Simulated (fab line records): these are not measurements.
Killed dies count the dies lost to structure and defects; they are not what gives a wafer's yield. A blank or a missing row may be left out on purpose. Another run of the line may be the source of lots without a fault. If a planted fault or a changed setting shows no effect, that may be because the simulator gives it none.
The same fault as seen by 2 desks -- flow sky130 -- numbers are kept per desk, each desk with only its own; the story behind them comes last

FOR THE TOOL OWNER'S DESK: rieMetal-04
The tool's own readings at SKY_METAL1_ETCH_18 (etches BARC in N2/H2, stops on SiO2, time 45.9 s, target depth 60 nm): means of the sampled wafers that have a number, for each lot that ran on this tool. A lot is out of limits, marked OUT, if its mean lies more than 4 standard deviations from the usual mean; the brackets give that distance.
Columns: A = drypumpMotorCurrentA at SKY_METAL1_ETCH_18, usual 5.8 A; B = oesProductAu at SKY_METAL1_ETCH_18, usual 0.856 a.u.; C = throttleValvePct at SKY_METAL1_ETCH_18, usual 13.225 %
lot,first seen here,A,B,C
L761,day 32 10:01,6.4,0.858,13.227
L762,day 32 12:40,6.4,0.853,13.231
L763,day 33 08:15,6.1,0.854,13.229
L765,day 33 23:01,6.2,0.857,13.225
L771,day 36 00:10,6.1,0.856,13.228
L773,day 36 22:52,6.4,0.854,13.229
L779,day 39 16:02,6.2,0.857,13.226
L781,day 39 17:18,6.1,0.855,13.219
This desk's verdict: no lot among the 8 shows anything out of limits.

FROM THE METROLOGY DESK
Means of the sampled wafers that have a number, per lot and without regard to the tool the lot ran on: this is what the gauges read. A lot is out of limits, marked OUT, if its mean lies more than 4 standard deviations from the usual mean; the brackets give that distance.
Columns: A = METAL1_ALCU_THK at SKY_METAL1_THK_MEAS_06, usual 240 nm; B = VIA2_OVL at SKY_VIA2_OVL_MEAS_13, usual -2 nm
lot,first seen here,A,B
L761,day 31 06:57,239,1
L762,day 31 09:43,237,-0
L763,day 32 04:59,244,-4
L765,day 32 19:43,247,-8
L771,day 34 21:26,233,-5
L773,day 35 20:40,238,-2
L777,day 37 10:16,242,-3
L779,day 38 15:28,244,-5
L780,day 38 15:38,237,-4
L782,day 38 15:58,241,6
L781,day 38 16:58,241,-1
L784,day 38 18:10,238,2
This desk's verdict: no lot among the 12 shows anything out of limits.

ALL TOGETHER
Nothing out of limits was seen by the tool owner's desk.
The metrology desk saw nothing out of limits.

WHAT HAD BEEN PUT IN BY THE SIMULATOR
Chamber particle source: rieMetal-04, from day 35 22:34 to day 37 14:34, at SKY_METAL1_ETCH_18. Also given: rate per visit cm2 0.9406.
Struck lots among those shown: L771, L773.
